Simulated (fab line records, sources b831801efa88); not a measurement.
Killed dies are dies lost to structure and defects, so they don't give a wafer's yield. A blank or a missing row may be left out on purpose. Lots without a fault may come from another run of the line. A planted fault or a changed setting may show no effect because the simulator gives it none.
Split-lot experiment | flow sky130 | 5 lots, 23 wafers read, on a route of 708 steps

THE SPLIT
At SKY_POLY_GATE_IMPLANT_02, the setting energy_kev was moved away from the recipe's 30 on 8 of the 23 wafers read, by -4.4% to +5.3%. The other wafers ran this setting at the recipe's value.

The reading is taken at the split's own step.

THE READING
implant.drp_nm (the simulator's own value, which no gauge read), in nm, at SKY_POLY_GATE_IMPLANT_02. The file gives no usual value for it.

wafer  | tool, chamber at the split | energy_kev as run | against the recipe | implant.drp_nm, nm | against lot-mates on the recipe
L078.2 | implanter-04, 0            | 30                | recipe             | 16.6               | -
L078.4 | implanter-04, 0            | 30                | recipe             | 16.6               | -
L078.6 | implanter-04, 0            | 30                | recipe             | 16.6               | -
L079.1 | implanter-02, 0            | 28.68             | -4.4%              | 16.16              | -0.44
L079.3 | implanter-02, 0            | 28.68             | -4.4%              | 16.16              | -0.44
L079.6 | implanter-02, 0            | 28.68             | -4.4%              | 16.16              | -0.44
L079.2 | implanter-02, 0            | 30                | recipe             | 16.6               | -
L079.5 | implanter-02, 0            | 30                | recipe             | 16.6               | -
L081.1 | implanter-02, 0            | 30                | recipe             | 16.6               | -
L081.2 | implanter-02, 0            | 30                | recipe             | 16.6               | -
L081.5 | implanter-02, 0            | 30                | recipe             | 16.6               | -
L081.3 | implanter-02, 0            | 28.87             | -3.8%              | 16.22              | -0.38
L081.6 | implanter-02, 0            | 28.87             | -3.8%              | 16.22              | -0.38
L082.1 | implanter-04, 0            | 31.58             | +5.3%              | 17.33              | +0.73
L082.3 | implanter-04, 0            | 31.58             | +5.3%              | 17.33              | +0.73
L082.5 | implanter-04, 0            | 31.58             | +5.3%              | 17.33              | +0.73
L082.4 | implanter-04, 0            | 30                | recipe             | 16.6               | -
L082.6 | implanter-04, 0            | 30                | recipe             | 16.6               | -
L084.1 | implanter-02, 0            | 30                | recipe             | 16.6               | -
L084.2 | implanter-02, 0            | 30                | recipe             | 16.6               | -
L084.3 | implanter-02, 0            | 30                | recipe             | 16.6               | -
L084.5 | implanter-02, 0            | 30                | recipe             | 16.6               | -
L084.6 | implanter-02, 0            | 30                | recipe             | 16.6               | -

THE FIT
A straight line over all 23 wafers: implant.drp_nm changes by +0.12 nm for each +1% of energy_kev; r = +0.99; the points scatter about the line by 0.044 nm.
The same after taking each lot's own level away (the mean of its wafers on the recipe; 23 wafers): +0.12 nm for each +1%; r = +0.99; scatter 0.044 nm.
On that fit, the largest move of energy_kev shifts the reading by 0.63 nm.
The lots' own levels span 16.600 to 16.600 nm.
So the lot-to-lot level changes the slope little: the two slopes agree.
Check: with one of the wafers moved furthest among these (+5.3%) left out of the fit, the line predicts +0.643 nm for it against its lot-mates. It came out at +0.73 nm against them.

OTHER SPLITS ON THESE WAFERS
These wafers also went through other splits before the reading. Each is held against what the fit with the lots' levels taken away leaves over:
other split on the same wafers               | wafers away from the commonest value | r with implant.drp_nm (lot level and that fit taken away)
SKY_FIELD_ISO_COAT_08 spin_rpm               | 8                                    | +0.56
SKY_FIELD_ISO_ETCH_14 source_w               | 9                                    | +0.28
SKY_NWELL_IMPLANT_11 dose_cm2                | 9                                    | +0.13
SKY_VT_ADJUST_HVTP_DEVELOP_06 develop_time_s | 11                                   | -0.15
SKY_VT_ADJUST_HVTP_IMPLANT_09 energy_kev     | 10                                   | +0.28
SKY_VT_ADJUST_NCORE_COAT_02 spin_rpm         | 8                                    | -0.09
SKY_VT_ADJUST_NCORE_EXPOSE_04 dose_mj        | 8                                    | +0.24

THE WHOLE CHAIN: every reading that the file lists as answering this split, in the file's order
step                     | what it does    | reading                                                         | change (the file's fit)               | r (the file's)
SKY_POLY_GATE_IMPLANT_02 |                 | implant.rp_nm (the simulator's own value, which no gauge read)  | +0.3 nm for each +1% of the setting   | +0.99
SKY_POLY_GATE_IMPLANT_02 |                 | implant.drp_nm (the simulator's own value, which no gauge read) | +0.118 nm for each +1% of the setting | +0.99
SKY_RES_PROTECT_STRIP_07 | strips in O2/N2 | strip_time_to_endpoint_s                                        | withheld for each +1% of the setting  | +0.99

THE FILE'S OWN FIT
implant.drp_nm changes by +0.118 nm for each +1% of energy_kev, r = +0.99.
